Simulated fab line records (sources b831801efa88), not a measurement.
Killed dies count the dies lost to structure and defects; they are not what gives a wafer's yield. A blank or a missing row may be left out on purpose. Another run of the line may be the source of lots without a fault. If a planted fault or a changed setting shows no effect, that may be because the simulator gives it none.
fab line records	flow sky130
record lots=6	wafers=18	lastDay=50
route steps=708 shown METAL5@662 PAD_OPEN@708
lots that met no fault: from a run of the same line without faults
startH: hours from the record's opening day to when the first of the lot's shown wafers began	waitH: hours from the lot's prior step to this one	" repeats the value in the row above	L1.1+2: several wafers, shown together as one row	- no value present, or no start provided	* or withheld: withheld	< > ~ a bound
route shown NAME@n: a module of which the file shows steps, and the number in the route of the first	usual: average and standard deviation across the fault-free wafers	same: alike in all rows	chamber/n: place in a boat	sites: the reading at each site	_std_site: the values' standard deviation	_edge_site: outer sites' mean less inner sites'	radiusMm: for every site, how far away it sits from the centre of the wafer	mask NAME#n: copy n	behind: the tool/chamber that last shaped the wafer	hold: the reason the lot was held/the length of the hold in hours/how it ended	device: which transistor (n, p or np) failed to switch	end of line: tests of these same wafers at the route's end	a step with no rows: only its recipe	killed: not the wafer's yield, but the dies lost to structure and defects at the first sort	map: the dies of a wafer, with x for killed, . for not killed, _ for no die there
set.NAME: the setting as run; set.NAME@STEP: as run at that earlier step	model.NAME: the simulator's own value behind a step, which no gauge read
lots seen at some steps along the route; tables by step, rows by wafer
services: when a tool's chamber went out of use (startH, in hours from the record's first day, below 0 if earlier), for how many hours, and the reason
## steps
# step SKY_METAL5_SPUTTER_01
# recipe material=TiN	targetThkNm=20	powerW=6500	timeS=16.7	chamberPressurePa=0.4
# usual throttleValvePct=29.9/1.1
lot.wafer	tool	chamber	startH	waitH	throttleValvePct
L192.2	pvdSputter-01	-	1013.70	0.0	31.0
L192.4	"	-	"	"	30.4
L192.5	"	-	"	"	29.2
L196.2	pvdSputter-01	-	1053.71	0.0	30.8
L196.4	"	-	"	"	31.0
L196.5	"	-	"	"	30.2
L207.1	pvdSputter-01	-	1115.70	0.0	31.0
L207.4	"	-	"	"	29.3
L207.6	"	-	"	"	30.4
L208.2	pvdSputter-04	-	1119.61	0.0	30.4
L208.3	"	-	"	"	28.8
L208.4	"	-	"	"	29.2
L210.1	pvdSputter-03	-	1132.77	0.0	31.0
L210.3	"	-	"	"	28.5
L210.6	"	-	"	"	31.3
L213.1	pvdSputter-04	-	1150.63	0.0	28.9
L213.2	"	-	"	"	29.2
L213.3	"	-	"	"	27.9
# step SKY_METAL5_SPUTTER_02
# recipe material=AlCu	targetThkNm=1150	powerW=10600	timeS=61.2	chamberPressurePa=0.4
# usual throttleValvePct=29.9/1
lot.wafer	tool	chamber	startH	waitH	throttleValvePct
L192.2	pvdSputter-01	-	1013.73	0.0	30.7
L192.4	"	-	"	"	30.7
L192.5	"	-	"	"	29.3
L196.2	pvdSputter-01	-	1053.73	0.0	30.7
L196.4	"	-	"	"	31.4
L196.5	"	-	"	"	30.5
L207.1	pvdSputter-01	-	1115.73	0.0	30.7
L207.4	"	-	"	"	29.2
L207.6	"	-	"	"	30.9
L208.2	pvdSputter-04	-	1119.63	0.0	30.1
L208.3	"	-	"	"	28.6
L208.4	"	-	"	"	29.3
L210.1	pvdSputter-03	-	1132.80	0.0	30.9
L210.3	"	-	"	"	28.7
L210.6	"	-	"	"	31.5
L213.1	pvdSputter-04	-	1150.65	0.0	28.7
L213.2	"	-	"	"	29.2
L213.3	"	-	"	"	28.1
# step SKY_METAL5_SPUTTER_03
# recipe material=Ti	targetThkNm=5	powerW=3000	timeS=3.3	chamberPressurePa=0.3936
# usual throttleValvePct=29.9/1
lot.wafer	tool	chamber	startH	waitH	throttleValvePct
L192.2	pvdSputter-01	-	1013.78	0.0	31.0
L192.4	"	-	"	"	30.9
L192.5	"	-	"	"	29.2
L196.2	pvdSputter-01	-	1053.78	0.0	30.6
L196.4	"	-	"	"	30.9
L196.5	"	-	"	"	30.4
L207.1	pvdSputter-01	-	1115.78	0.0	30.9
L207.4	"	-	"	"	29.3
L207.6	"	-	"	"	30.5
L208.2	pvdSputter-04	-	1119.68	0.0	30.3
L208.3	"	-	"	"	28.6
L208.4	"	-	"	"	29.1
L210.1	pvdSputter-03	-	1132.85	0.0	31.2
L210.3	"	-	"	"	28.6
L210.6	"	-	"	"	31.3
L213.1	pvdSputter-04	-	1150.70	0.0	28.3
L213.2	"	-	"	"	29.3
L213.3	"	-	"	"	28.0
# step SKY_METAL5_SPUTTER_04
# recipe material=TiN	targetThkNm=70	powerW=6500	timeS=58.3	chamberPressurePa=0.4
# usual throttleValvePct=29.8/1
lot.wafer	tool	chamber	startH	waitH	throttleValvePct
L192.2	pvdSputter-01	-	1013.80	0.0	30.7
L192.4	"	-	"	"	30.8
L192.5	"	-	"	"	29.3
L196.2	pvdSputter-01	-	1053.80	0.0	30.3
L196.4	"	-	"	"	31.1
L196.5	"	-	"	"	30.5
L207.1	pvdSputter-01	-	1115.80	0.0	31.0
L207.4	"	-	"	"	29.0
L207.6	"	-	"	"	30.5
L208.2	pvdSputter-04	-	1119.70	0.0	30.4
L208.3	"	-	"	"	28.4
L208.4	"	-	"	"	29.1
L210.1	pvdSputter-03	-	1132.87	0.0	30.9
L210.3	"	-	"	"	28.4
L210.6	"	-	"	"	30.9
L213.1	pvdSputter-04	-	1150.72	0.0	28.8
L213.2	"	-	"	"	29.5
L213.3	"	-	"	"	27.7
# step SKY_METAL5_RS_MEAS_05
# recipe thkMeasGauge=four-point-probe	reads=TiN_of_METAL5_SPUTTER_04+Ti_of_METAL5_SPUTTER_03+AlCu_of_METAL5_SPUTTER_02+TiN_of_METAL5_SPUTTER_01+Ti_of_METAL5_SPUTTER_00
# usual METAL5_ALCU_RS=0.0270/0.0003
lot.wafer	tool	chamber	startH	waitH	METAL5_ALCU_RS[ohm/sq]
L192.2	filmMetro-01	-	1013.87	0.0	0.0271
L192.4	"	-	"	"	0.0270
L192.5	"	-	"	"	0.0273
L196.2	filmMetro-01	-	1053.87	0.0	0.0265
L196.4	"	-	"	"	0.0263
L196.5	"	-	"	"	0.0265
L207.1	filmMetro-01	-	1115.85	0.0	0.0274
L207.4	"	-	"	"	0.0273
L207.6	"	-	"	"	0.0270
L208.2	filmMetro-01	-	1119.77	0.0	0.0268
L208.3	"	-	"	"	0.0271
L208.4	"	-	"	"	0.0264
L210.1	filmMetro-02	-	1132.92	0.0	0.0265
L210.3	"	-	"	"	0.0269
L210.6	"	-	"	"	0.0267
L213.1	filmMetro-04	-	1150.77	0.0	0.0270
L213.2	"	-	"	"	0.0268
L213.3	"	-	"	"	0.0267
# step SKY_METAL5_THK_MEAS_06
# recipe thkMeasGauge=xrf	reads=AlCu_of_METAL5_SPUTTER_02
# usual METAL5_ALCU_THK=1176/14
lot.wafer	tool	chamber	startH	waitH	METAL5_ALCU_THK[nm]
L192.2	filmMetro-01	-	1013.98	0.1	1178
L192.4	"	-	"	"	1174
L192.5	"	-	"	"	1172
L196.2	filmMetro-01	-	1053.98	0.1	1208
L196.4	"	-	"	"	1212
L196.5	"	-	"	"	1202
L207.1	filmMetro-01	-	1115.97	0.1	1165
L207.4	"	-	"	"	1162
L207.6	"	-	"	"	1173
L208.2	filmMetro-01	-	1119.88	0.1	1191
L208.3	"	-	"	"	1168
L208.4	"	-	"	"	1198
L210.1	filmMetro-02	-	1133.04	0.1	1196
L210.3	"	-	"	"	1183
L210.6	"	-	"	"	1194
L213.1	filmMetro-04	-	1150.89	0.1	1161
L213.2	"	-	"	"	1178
L213.3	"	-	"	"	1174
# step SKY_METAL5_DEHYDRATE_07
# recipe tempC=200	timeS=60
# step SKY_METAL5_HMDS_08
# recipe primeTimeS=60	primeTempC=120
# step SKY_METAL5_COAT_09
# recipe resist=NOVOLAK	spinRpm=3000	resistThkNm=1800
# step SKY_METAL5_SOFTBAKE_10
# recipe tempC=90	timeS=60	resist=NOVOLAK
# step SKY_METAL5_EXPOSE_11
# recipe maskId=MM5	na=0.6	sourceShape=conventional	sigmaOuter=0.6	polarization=unpolarized	targetCdNm=1600	doseMj=190
# step SKY_METAL5_PEB_12
# recipe tempC=withheld	timeS=*	resist=NOVOLAK
# step SKY_METAL5_DEVELOP_13
# recipe resist=NOVOLAK	developer=TMAH	developTimeS=60	devTempC=23
lot.wafer	tool	chamber	startH	waitH
L192.2+4+5	lithoTrack-03	0	1035.88	0.1
L196.2+4+5	lithoTrack-01	0	1075.31	0.1
L207.1+4+6	lithoTrack-03	0	1135.10	0.1
L208.2+3+4	lithoTrack-03	0	1138.58	0.1
L210.1+3+6	lithoTrack-02	0	1151.14	0.1
L213.1+2+3	lithoTrack-01	0	1168.34	0.1
# step SKY_METAL5_DESCUM_14
# recipe chemistry=O2	sourcePowerW=150	biasPowerW=0	pressureMtorr=10	tempC=40	timeS=11
# usual drypumpMotorCurrentA=5.6/0.45	oesProductAu=0.995/0.011
lot.wafer	tool	chamber	startH	waitH	drypumpMotorCurrentA	oesProductAu	rfHoursCounterH	model.METAL5.cdNm
L192.2	rieMetal-03	1	1036.00	0.1	5.7	0.985	17	1602
L192.4	"	0	"	"	5.9	0.988	-	1602
L192.5	"	1	"	"	5.7	0.987	-	1602
L196.2	rieMetal-01	1	1075.44	0.1	4.7	0.999	24	1600
L196.4	"	1	"	"	4.7	0.989	-	1599
L196.5	"	1	"	"	4.7	0.991	-	1599
L207.1	rieMetal-04	0	1135.25	0.1	5.2	0.992	3	1619
L207.4	"	1	"	"	5.8	0.998	-	1619
L207.6	"	1	"	"	5.8	1.002	-	1619
L208.2	rieMetal-03	0	1138.70	0.1	6.0	0.988	22	1617
L208.3	"	1	"	"	5.7	0.989	-	1618
L208.4	"	0	"	"	6.0	0.982	-	1620
L210.1	rieMetal-04	1	1151.29	0.1	5.8	1.001	28	1601
L210.3	"	0	"	"	5.2	0.980	-	1596
L210.6	"	1	"	"	5.7	0.999	-	1602
L213.1	rieMetal-01	0	1168.49	0.1	5.9	1.002	28	1602
L213.2	"	1	"	"	4.7	0.991	33	1601
L213.3	"	1	"	"	4.7	0.992	-	1601
# step SKY_METAL5_METAL_ETCH_15
# recipe targetDepthA=12600	stopOn=SiO2	overEtchFrac=0.2	timeS=252	chemistry=Cl2/BCl3	resistSidewallDeg=86	pressureMtorr=10	icpW=900	biasW=48.5	Cl2_flow_sccm=60	bcl3FlowSccm=30
# usual drypumpMotorCurrentA=5.6/0.45	oesProductAu=0.894/0.0055	throttleValvePct=22.265/0.0095
lot.wafer	tool	chamber	startH	waitH	drypumpMotorCurrentA	oesProductAu	rfHoursCounterH	throttleValvePct	model.METAL5.cdNm
L192.2	rieMetal-03	1	1036.04	0.0	5.7	0.898	17	22.256	1602
L192.4	"	0	"	"	6.0	0.894	-	22.266	1606
L192.5	"	1	"	"	5.7	0.892	-	22.248	1599
L196.2	rieMetal-01	1	1075.47	0.0	4.7	0.900	24	22.254	1603
L196.4	"	1	"	"	4.7	0.884	-	22.264	1606
L196.5	"	1	"	"	4.7	0.882	-	22.275	1601
L207.1	rieMetal-04	0	1135.29	0.0	5.2	0.892	3	22.272	1612
L207.4	"	1	"	"	5.8	0.889	-	22.284	1618
L207.6	"	1	"	"	5.8	0.900	-	22.266	1622
L208.2	rieMetal-03	0	1138.74	0.0	6.0	0.897	22	22.257	1621
L208.3	"	1	"	"	5.7	0.895	-	22.284	1615
L208.4	"	0	"	"	6.0	0.886	-	22.266	1618
L210.1	rieMetal-04	1	1151.33	0.0	5.8	0.904	28	22.265	1604
L210.3	"	0	"	"	5.2	0.895	-	22.272	1593
L210.6	"	1	"	"	5.8	0.900	-	22.254	1609
L213.1	rieMetal-01	0	1168.52	0.0	5.9	0.888	28	22.266	1607
L213.2	"	1	"	"	4.7	0.895	33	22.273	1601
L213.3	"	1	"	"	4.7	0.890	-	22.268	1599
# step SKY_METAL5_STRIP_16
# recipe chemistry=O2/N2	powerW=1400	pressureMtorr=1500	platenTempC=withheld	o2FlowSccm=3000	n2FlowSccm=300	overashFraction=0.5
# usual drypumpMotorCurrentA=5.6/0.45	oesProductAu=0.710/0.0044	stripTimeToEndpointS=13.15/0.17
lot.wafer	tool	chamber	startH	waitH	drypumpMotorCurrentA	oesProductAu	rfHoursCounterH	stripTimeToEndpointS
L192.2	plasmaAsher-03	1	1036.27	0.2	5.5	0.715	29	13.29
L192.4	"	0	"	"	4.8	0.709	-	13.23
L192.5	"	1	"	"	5.5	0.716	-	13.32
L196.2	plasmaAsher-02	0	1075.71	0.2	6.0	0.710	1	12.87
L196.4	"	0	"	"	6.0	0.710	-	12.91
L196.5	"	0	"	"	6.0	0.708	-	12.82
L207.1	plasmaAsher-04	1	1135.52	0.2	5.6	0.705	71	13.20
L207.4	"	0	"	"	5.3	0.711	-	13.14
L207.6	"	1	"	"	5.6	0.710	-	13.15
L208.2	plasmaAsher-04	0	1138.97	0.2	5.3	0.702	71	13.19
L208.3	"	0	"	"	5.3	0.715	-	13.33
L208.4	"	1	"	"	5.6	0.716	-	13.27
L210.1	plasmaAsher-02	0	1151.56	0.2	6.0	0.710	8	13.21
L210.3	"	0	"	"	5.9	0.715	-	13.21
L210.6	"	1	"	"	6.2	0.709	-	13.03
L213.1	plasmaAsher-02	1	1168.76	0.2	6.1	0.718	10	13.10
L213.2	"	0	"	"	6.0	0.705	10	13.22
L213.3	"	1	"	"	6.1	0.707	-	13.18
# step SKY_PAD_OPEN_PROBE_99
# usual defectLimitedYield=81.8/2	killed_at_M0_to_M3=44/7.5	killed_at_M4_up=3.3/1.8	killedAtContacts=25/5.9	killedAtFrontEnd=16/4.7	killedAtOther=0.3/0.52	killedDies=89/9.9	killedOpen=49/7.8	killedShort=40/5.8	sort_bin_3_pad_short=0.9/0.43	sort_bin_5_function=10.8/1.5	sort_bin_6_memory=6.4/1.1	sortNPass=403/9.9	sortYieldPct=81.8/2
# same grossDies=492	killedAtBackSide=0	sort_bin_4_leakage[%]=0	sort_bin_8_speed[%]=0
lot.wafer	tool	chamber	startH	waitH	defectLimitedYield[%]	killed_at_M0_to_M3	killed_at_M4_up	killedAtContacts	killedAtFrontEnd	killedAtOther	killedDies	killedOpen	killedShort	sort_bin_3_pad_short[%]	sort_bin_5_function[%]	sort_bin_6_memory[%]	sortNPass	sortYieldPct[%]	model.etest.met5.widthNm
L192.2	prober-01	-	1083.43	0.1	81.3	51	3	24	14	0	92	45	46	0.4	12.0	6.3	400	81.3	1603
L192.4	prober-01	-	1083.53	0.2	80.5	47	5	26	18	0	96	61	35	0.8	11.2	7.5	396	80.5	1606
L192.5	prober-01	-	1083.58	0.2	83.3	42	5	24	11	0	82	48	34	1.4	8.9	6.3	410	83.3	1603
L196.2	prober-01	-	1119.80	0.1	82.9	41	5	17	21	0	84	44	39	1.8	9.8	5.5	408	82.9	1602
L196.4	prober-01	-	1119.90	0.2	81.9	47	1	26	15	0	89	50	39	2.2	9.8	6.1	403	81.9	1610
L196.5	prober-01	-	1119.95	0.2	82.5	48	2	20	16	0	86	52	34	0.8	10.8	5.9	406	82.5	1603
L207.1	prober-02	-	1174.21	0.1	82.9	52	1	18	13	0	84	50	34	1.6	9.3	6.1	408	82.9	1610
L207.4	prober-02	-	1174.36	0.2	81.7	44	4	26	16	0	90	40	50	1.6	10.2	6.5	402	81.7	1618
L207.6	prober-02	-	1174.46	0.2	85.6	32	4	21	13	1	71	37	34	0.4	8.7	5.3	421	85.6	1625
L208.2	prober-01	-	1176.69	0.1	84.1	45	4	17	11	1	78	45	33	0.6	9.1	6.1	414	84.1	1622
L208.3	prober-01	-	1176.74	0.2	82.1	50	2	27	9	0	88	47	41	0.6	11.6	5.7	404	82.1	1618
L208.4	prober-01	-	1176.79	0.2	81.5	41	3	30	17	0	91	50	41	1.0	10.4	7.1	401	81.5	1617
L210.1	prober-01	-	1188.50	0.1	81.9	48	6	20	15	0	89	45	44	1.2	11.2	5.7	403	81.9	1602
L210.3	prober-01	-	1188.60	0.2	81.7	38	3	37	11	1	90	45	44	0.6	10.6	7.1	402	81.7	1592
L210.6	prober-01	-	1188.75	0.2	84.1	36	1	24	17	0	78	44	33	0.6	10.0	5.3	414	84.1	1609
L213.1	prober-01	-	1203.97	0.1	79.7	49	2	29	20	0	100	65	35	1.4	12.6	6.3	392	79.7	1607
L213.2	prober-01	-	1204.02	0.1	79.3	52	2	24	21	3	102	63	38	0.4	14.2	6.1	390	79.3	1600
L213.3	prober-01	-	1204.07	0.2	81.3	44	7	30	11	0	92	61	31	0.4	12.2	6.1	400	81.3	1600
# killed by level:class
L192.2 VIA3:geometricParticle:open=13 VIA1:geometricParticle:open=12 CONTACT:geometricParticle:short=11 VIA1:geometricParticle:short=6 FIELD_ISO:geometricParticle:short=5 CONTACT:geometricParticle:open=5 LI_CONTACT:geometricParticle:open=4 LOCAL_INTERCONNECT:geometricParticle:short=4
L192.4 VIA1:geometricParticle:open=12 CONTACT:geometricParticle:open=12 VIA3:geometricParticle:open=9 FIELD_ISO:geometricParticle:open=7 LI_CONTACT:geometricParticle:open=6 VIA2:geometricParticle:open=6 METAL1:geometricParticle:short=5 CONTACT:geometricParticle:short=4
L192.5 VIA1:geometricParticle:open=14 LI_CONTACT:geometricParticle:open=9 CONTACT:geometricParticle:open=7 VIA1:geometricParticle:short=6 VIA3:geometricParticle:open=5 CONTACT:geometricParticle:short=4 VIA2:geometricParticle:open=4 FIELD_ISO:geometricParticle:short=3
L196.2 VIA1:geometricParticle:open=16 FIELD_ISO:geometricParticle:short=10 METAL1:geometricParticle:short=7 VIA3:geometricParticle:open=7 LI_CONTACT:geometricParticle:open=6 FIELD_ISO:geometricParticle:open=5 CONTACT:geometricParticle:short=4 CONTACT:geometricParticle:open=4
L196.4 FIELD_ISO:geometricParticle:open=7 VIA2:geometricParticle:open=7 LOCAL_INTERCONNECT:geometricParticle:short=7 METAL2:geometricParticle:short=7 LI_CONTACT:geometricParticle:open=6 CONTACT:geometricParticle:open=6 METAL1:geometricParticle:short=6 VIA3:geometricParticle:open=6
L196.5 CONTACT:geometricParticle:open=12 VIA1:geometricParticle:open=9 METAL2:geometricParticle:short=8 FIELD_ISO:geometricParticle:open=7 VIA3:geometricParticle:open=7 VIA2:geometricParticle:open=7 VIA1:geometricParticle:short=6 POLY_GATE:geometricParticle:open=4
L207.1 VIA1:geometricParticle:open=13 VIA3:geometricParticle:open=8 LI_CONTACT:geometricParticle:open=7 CONTACT:geometricParticle:open=7 METAL2:geometricParticle:short=7 METAL1:geometricParticle:short=7 POLY_GATE:geometricParticle:short=5 VIA2:geometricParticle:open=5
L207.4 VIA1:geometricParticle:open=13 CONTACT:geometricParticle:open=12 LOCAL_INTERCONNECT:geometricParticle:short=9 FIELD_ISO:geometricParticle:short=8 METAL2:geometricParticle:short=8 VIA3:geometricParticle:short=5 VIA3:geometricParticle:open=5 METAL1:geometricParticle:short=4
L207.6 VIA1:geometricParticle:open=11 METAL3:geometricParticle:short=6 CONTACT:geometricParticle:open=5 POLY_GATE:geometricParticle:short=4 LI_CONTACT:geometricParticle:short=4 VIA1:geometricParticle:short=4 VIA2:geometricParticle:open=4 FIELD_ISO:geometricParticle:open=3
L208.2 VIA1:geometricParticle:open=15 CONTACT:geometricParticle:open=8 METAL1:geometricParticle:short=6 METAL2:geometricParticle:short=6 VIA1:geometricParticle:short=5 FIELD_ISO:geometricParticle:short=3 FIELD_ISO:geometricParticle:open=3 LI_CONTACT:geometricParticle:open=3
L208.3 LI_CONTACT:geometricParticle:open=11 VIA1:geometricParticle:open=10 VIA1:geometricParticle:short=10 LOCAL_INTERCONNECT:geometricParticle:short=7 CONTACT:geometricParticle:open=6 METAL1:geometricParticle:short=6 VIA3:geometricParticle:open=6 VIA2:geometricParticle:open=6
L208.4 CONTACT:geometricParticle:open=11 VIA1:geometricParticle:open=11 LI_CONTACT:geometricParticle:open=9 POLY_GATE:geometricParticle:short=7 METAL2:geometricParticle:short=7 LOCAL_INTERCONNECT:geometricParticle:short=6 VIA2:geometricParticle:open=6 FIELD_ISO:geometricParticle:short=4
L210.1 VIA1:geometricParticle:open=11 METAL2:geometricParticle:short=9 CONTACT:geometricParticle:open=8 VIA1:geometricParticle:short=7 FIELD_ISO:geometricParticle:short=6 VIA2:geometricParticle:open=6 METAL1:geometricParticle:short=5 VIA3:geometricParticle:open=5
L210.3 LI_CONTACT:geometricParticle:open=13 CONTACT:geometricParticle:open=9 VIA2:geometricParticle:open=8 CONTACT:geometricParticle:short=5 SPACER:geometricParticle:short=4 LI_CONTACT:geometricParticle:short=4 VIA3:geometricParticle:open=4 METAL1:geometricParticle:short=4
L210.6 LI_CONTACT:geometricParticle:open=8 CONTACT:geometricParticle:open=8 POLY_GATE:geometricParticle:open=7 VIA2:geometricParticle:open=7 METAL2:geometricParticle:short=7 VIA1:geometricParticle:short=6 VIA1:geometricParticle:open=5 VIA3:geometricParticle:short=4
L213.1 CONTACT:geometricParticle:open=12 VIA1:geometricParticle:open=11 VIA2:geometricParticle:open=10 VIA3:geometricParticle:open=8 LI_CONTACT:geometricParticle:open=7 FIELD_ISO:geometricParticle:short=5 FIELD_ISO:geometricParticle:open=5 CONTACT:geometricParticle:short=5
L213.2 VIA1:geometricParticle:open=14 LI_CONTACT:geometricParticle:open=12 VIA2:geometricParticle:open=12 VIA1:geometricParticle:short=8 FIELD_ISO:geometricParticle:open=7 VIA3:geometricParticle:open=7 FIELD_ISO:geometricParticle:short=6 POLY_GATE:geometricParticle:open=4
L213.3 CONTACT:geometricParticle:open=13 VIA2:geometricParticle:open=10 LI_CONTACT:geometricParticle:open=9 VIA1:geometricParticle:open=9 VIA3:geometricParticle:open=9 FIELD_ISO:geometricParticle:open=4 LOCAL_INTERCONNECT:geometricParticle:short=4 METAL1:geometricParticle:short=4
## services
tool	chamber	startH	hours	kind
pvdSputter-01	-	1002.92	2.7	repair
rieMetal-01	0	1023.95	11.3	repair
rieMetal-04	-	1024.06	14.6	pm
plasmaAsher-04	-	1025.61	0.6	repair
plasmaAsher-02	-	1029.87	4.6	repair
plasmaAsher-03	-	1036.94	0.7	repair
pvdSputter-01	-	1052.08	0.5	repair
plasmaAsher-02	-	1055.25	9.0	pm
plasmaAsher-03	-	1072.60	3.7	repair
pvdSputter-04	-	1073.26	4.2	repair
pvdSputter-01	-	1073.89	8.8	repair
pvdSputter-01	2	1083.68	-	consumableReplace:kit
pvdSputter-01	2	1083.68	18.0	scheduledDown
pvdSputter-01	2	1083.68	18.0	ventCycle
rieMetal-04	-	1086.72	2.5	repair
rieMetal-03	-	1087.41	4.3	pm
rieMetal-04	0	1098.69	23.7	repair
pvdSputter-04	-	1108.49	11.0	repair
plasmaAsher-04	-	1126.21	3.4	repair
plasmaAsher-03	-	1134.15	1.8	repair
pvdSputter-04	-	1143.83	0.8	repair
pvdSputter-01	1	1151.37	-	consumableReplace:kit
pvdSputter-04	-	1156.56	1.2	repair
plasmaAsher-04	-	1162.41	2.8	repair
## key
firstSign none at tools or gauges
modelEffect step=SKY_METAL5_DESCUM_14	value=METAL5.cdNm	without=1601	struck=1619
modelEffect step=SKY_METAL5_METAL_ETCH_15	value=METAL5.cdNm	without=1600	struck=1618
modelEffect step=SKY_PAD_OPEN_PROBE_99	value=etest.met5.widthNm	without=1601	struck=1618
metAt SKY_METAL5_DEVELOP_13
struckWafers L207.1,L207.4,L207.6,L208.2,L208.3,L208.4
onsetBetween 1035.88 1135.10
fault kind=processParameterDrift	tool=lithoTrack-03	chamber=-	onsetH=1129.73	steps=SKY_METAL5_DEVELOP_13	channel=developTimeS	offset=*	shape=step	endH=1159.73	actsIn=*	stated=*
